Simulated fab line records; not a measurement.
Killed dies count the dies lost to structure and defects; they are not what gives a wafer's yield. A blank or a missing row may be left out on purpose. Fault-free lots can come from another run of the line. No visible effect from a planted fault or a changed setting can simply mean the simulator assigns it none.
Which tool did it? :: flow sky130 :: 36 wafers sampled from 12 lots at 1 step of a route of 708

== WHAT THE GAUGES READ, wafer by wafer ==
SKY_METAL2_OVL_MEAS_16.
lot: L121
measured: day 35 04:33
on: overlay-01
METAL2_OVL (nm): 2 0 6

lot: L122
measured: day 36 01:30
on: overlay-02
METAL2_OVL (nm): 0 -3 -1

lot: L123
measured: day 36 05:21
on: overlay-01
METAL2_OVL (nm): -7 7 8

lot: L126
measured: day 36 23:54
on: overlay-02
METAL2_OVL (nm): -4 -3 -7

lot: L132
measured: day 39 01:42
on: overlay-01
METAL2_OVL (nm): 3 10 6

lot: L131
measured: day 39 03:31
on: overlay-01
METAL2_OVL (nm): 3 8 11

lot: L139
measured: day 42 00:06
on: overlay-01
METAL2_OVL (nm): -6 -7 -1

lot: L140
measured: day 42 05:54
on: overlay-01
METAL2_OVL (nm): 8 -1 10

lot: L141
measured: day 42 08:13
on: overlay-02
METAL2_OVL (nm): 1 -1 -3

lot: L143
measured: day 42 11:54
on: overlay-01
METAL2_OVL (nm): 11 3 3

lot: L142
measured: day 42 14:31
on: overlay-01
METAL2_OVL (nm): -10 -8 -6

lot: L144
measured: day 42 17:39
on: overlay-01
METAL2_OVL (nm): -4 2 -9

== TOOL THAT RAN EACH LOT (tool first, then ch and the chambers of the sampled wafers, then the start) ==
There is no process step in the record ahead of these readings.

== AS READ BY THE TOOLS THEMSELVES (means over the sampled wafers that have a number; for cases with no such wafer, the mark the record gives instead) ==
The record holds no such reading with a usual standard deviation.

== THE ANSWER, worked out from the rows above alone ==
Rule: usual is defined by the lots themselves. Put in order of their means at a reading, lots are off if they are a third of the lots or fewer, leave a main group of 4 or more, and stand apart from it by a gap of 3 or more times the standard deviation of the main group's means; of several such gaps the widest counts. Not used: any main group whose means are identical at the precision the tables above print for the reading. Also off: a lot with no number at a reading for which 4 or more lots have one. Any other lot the step has rows for is counted as sound. Order of review: gauges by route order, followed by the tools' own readings, for which a lot's mean as printed above is used. The first step at which some lot is off is used, and at that step the reading that is off furthest; a lot without a number counts as furthest.
Across all readings shown, no lot is off: no conclusion can be drawn from this.

== WHAT WAS PUT IN BY THE SIMULATOR ==
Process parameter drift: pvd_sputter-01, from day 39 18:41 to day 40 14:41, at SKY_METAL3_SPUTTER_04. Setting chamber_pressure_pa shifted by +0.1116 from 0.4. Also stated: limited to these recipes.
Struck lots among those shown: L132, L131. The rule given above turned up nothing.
